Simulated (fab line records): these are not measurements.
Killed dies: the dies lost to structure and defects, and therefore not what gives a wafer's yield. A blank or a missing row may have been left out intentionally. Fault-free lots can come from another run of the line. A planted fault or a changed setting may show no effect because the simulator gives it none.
What tool caused it? | flow gf180mcu | 13 lots with 39 wafers sampled at 4 steps, on a route of 602 steps

## WHAT THE GAUGES SHOWED, per wafer
GF_NWELL_OVL_MEAS_07.
lot  | measured    | on         | NWELL_OVL (nm)
L461 | day 3 06:19 | overlay-01 | 1.0 0.7 1.0
L462 | day 3 12:17 | overlay-01 | -1.2 0.2 -0.8
L463 | day 3 16:55 | overlay-01 | -0.9 0.3 -0.8
L464 | day 3 23:13 | overlay-02 | -0.1 -0.2 0.2
L466 | day 4 10:29 | overlay-02 | -2.6 -3.2 -3.3
L471 | day 6 00:38 | overlay-01 | -1.7 0.2 -0.1
L473 | day 6 12:07 | overlay-02 | 0.6 -0.7 -0.4
L476 | day 7 01:28 | overlay-02 | -0.2 -2.0 -1.3
L478 | day 7 07:19 | overlay-02 | 0.0 -2.6 -2.9
L477 | day 7 07:28 | overlay-02 | -1.3 -1.0 -0.7
L479 | day 7 10:13 | overlay-01 | -1.0 -2.2 -2.9
L483 | day 8 08:20 | overlay-01 | -0.3 0.7 0.1
L484 | day 8 12:41 | overlay-01 | -0.2 -0.9 -1.5

GF_VT_IMPLANT_OVL_MEAS_40.
lot  | measured     | on         | VT_IMPLANT_03_OVL (nm)
L461 | day 7 07:37  | overlay-01 | 1.2 2.4 0.1
L462 | day 7 15:10  | overlay-02 | 1.2 -0.3 2.9
L463 | day 7 21:46  | overlay-01 | -0.1 0.6 1.5
L464 | day 8 02:55  | overlay-02 | 1.3 0.3 0.2
L466 | day 8 16:41  | overlay-01 | -0.5 -0.8 0.1
L471 | day 10 20:29 | overlay-01 | 0.8 -0.1 -0.2
L473 | day 11 10:32 | overlay-02 | 0.8 -1.1 -1.8
L476 | day 12 01:25 | overlay-01 | 0.7 1.5 2.5
L478 | day 12 09:46 | overlay-01 | -1.7 0.8 0.1
L477 | day 12 10:43 | overlay-01 | -0.6 -2.2 1.6
L479 | day 12 15:23 | overlay-02 | 1.9 1.6 2.0
L483 | day 13 17:01 | overlay-02 | 0.3 1.4 0.2
L484 | day 13 23:13 | overlay-02 | 1.7 2.3 1.5

GF_DUAL_GATE_OVL_MEAS_11.
lot  | measured     | on         | DUAL_GATE_OVL (nm)
L461 | day 8 02:23  | overlay-02 | 1.2 0.4 0.0
L462 | day 8 10:35  | overlay-01 | 0.5 0.7 -0.1
L463 | day 8 17:10  | overlay-01 | -0.8 -0.3 -1.3
L464 | day 8 22:32  | overlay-02 | -0.5 -0.8 -2.3
L466 | day 9 13:16  | overlay-02 | -1.7 -1.6 -2.0
L471 | day 11 17:32 | overlay-01 | -0.8 -1.8 0.2
L473 | day 12 08:23 | overlay-02 | -0.4 -0.7 -0.2
L476 | day 13 00:32 | overlay-02 | - - -
L478 | day 13 07:56 | overlay-02 | -2.6 -3.5 -2.0
L477 | day 13 11:08 | overlay-01 | 1.8 0.1 0.2
L479 | day 13 16:43 | overlay-01 | 0.2 0.6 0.0
L483 | day 14 16:47 | overlay-02 | -2.7 -1.8 -2.9
L484 | day 14 22:34 | overlay-02 | -0.6 0.4 -1.9

## EACH LOT AND THE TOOL THAT RAN IT (in order: tool; ch and the chambers of the sampled wafers; start)
lot  | GF_DUAL_GATE_EXPOSE_08
L461 | iline_stepper-02 ch 0, day 7 18:22
L462 | iline_stepper-01 ch 0, day 8 02:35
L463 | iline_stepper-02 ch 0, day 8 09:14
L464 | iline_stepper-01 ch 0, day 8 14:53
L466 | iline_stepper-01 ch 0, day 9 04:17
L471 | iline_stepper-02 ch 0, day 11 08:16
L473 | iline_stepper-02 ch 0, day 11 22:51
L476 | iline_stepper-02 ch 0, day 12 15:05
L478 | iline_stepper-02 ch 0, day 12 22:38
L477 | iline_stepper-02 ch 0, day 13 01:20
L479 | iline_stepper-02 ch 0, day 13 06:53
L483 | iline_stepper-02 ch 0, day 14 07:05
L484 | iline_stepper-02 ch 0, day 14 12:19
- GF_DUAL_GATE_EXPOSE_08: exposes mask Dualgate, target cd 700 nm.

## AS READ BY THE TOOLS THEMSELVES (means over the sampled wafers that have a number; for cases with no such wafer, the mark the record gives instead)
The record holds no such reading with a usual standard deviation.

## THE ANSWER, worked out from the rows above alone
Rule: usual is defined by the lots themselves. The widest of any qualifying gaps counts: lots, ordered by their means at a reading, are off when they make up no more than a third of the lots, leave a main group of 4 or more, and stand apart from it by 3 or more times the standard deviation of that group's means. A main group is skipped when, at the precision printed for the reading in the tables above, its means are all equal. A lot without any number at a reading at which 4 lots or more have one is off too. Where the step has rows for the other lots, those lots are counted as sound. After the gauges, taken in route order, come the tools' own readings; for these a lot's mean is taken, as printed above. The first step at which some lot is off is used, and at that step the reading that is off furthest; a lot without a number counts as furthest.
Off: at GF_DUAL_GATE_OVL_MEAS_11 (DUAL_GATE_OVL), L476. Without a number there: L476. The main group: mean -0.8 nm, standard deviation 1.1.
If a tool, at a process step before that reading, ran all the lots that are off and no sound lot after the first of them, it fits. Those tools and the gauges at GF_DUAL_GATE_OVL_MEAS_11 are tried in the same way. No candidate that was tried fits.

## WHAT THE SIMULATOR HAD PUT IN
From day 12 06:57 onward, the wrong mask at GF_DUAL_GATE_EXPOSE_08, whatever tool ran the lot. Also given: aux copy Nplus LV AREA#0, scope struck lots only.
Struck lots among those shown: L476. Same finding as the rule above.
